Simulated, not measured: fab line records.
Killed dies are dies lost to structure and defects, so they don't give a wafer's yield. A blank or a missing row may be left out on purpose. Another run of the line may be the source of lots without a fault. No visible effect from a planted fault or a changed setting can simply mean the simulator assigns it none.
Matching of chambers    flow sky130    SKY_VIA2_CMP_24 on cmp-02: 4 sister chambers
The step polishes, stops on SiO2, t overpolish 20 s, target thk 0 nm. 8 wafers are shown with their chamber, then 9 later ones without.

== WAFERS PAIRED WITH THEIR CHAMBERS ==
wafer   chamber  motor current A (A)  edge zone pressure frac
L636.3  3        10.7                 0.994
L636.4  2        10.7                 1.003
L638.3  3        10.4                 1.001
L639.4  0        10.4                 0.994
L643.1  1        12.3                 0.998
L643.2  0        10.3                 1.002
L643.5  1        11.8                 0.996
L644.1  2        10.5                 1.000

== WAFERS WITHOUT THEIR CHAMBER ==
wafer   motor current A (A)  edge zone pressure frac
L644.2  12.3                 1.009
L644.6  10.4                 1.000
L645.1  10.4                 0.999
L645.2  11.2                 1.010
L645.4  10.5                 0.992
L646.3  10.0                 0.998
L646.6  10.2                 1.000
L647.3  10.4                 1.005
L648.2  12.4                 1.007

== WHICH CHAMBER EACH ONE RAN IN ==
wafer   from the rows above                in truth
L644.2  1                                  1
L644.6  can't be placed: 0 or 3 or 2       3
L645.1  can't be placed: 0 or 3 or 2       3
L645.2  can't be placed: 2 or 3 or 0 or 1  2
L645.4  can't be placed: 3 or 0 or 2       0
L646.3  can't be placed: 0 or 3 or 2       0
L646.6  can't be placed: 0 or 3 or 2       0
L647.3  can't be placed: 2 or 0 or 3       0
L648.2  1                                  1
2 of 9 placed correctly. These rows do not allow placing 7 (true chamber among the candidates in 7). Placed wrongly: 0.
How it was worked out, from the rows above alone: a wafer's distance from a chamber is the root of the sum, over the readings, of the square of ((its reading less the chamber's mean) divided by the reading's scatter). The wafer belongs to the nearest chamber; if the next one is less than 2 further off, it can't be placed. A chamber's mean is the mean of its shown wafers. The scatter: take each reading less its chamber's mean, square it, sum over the shown wafers, divide by the number of wafers less the number of chambers, and take the root.
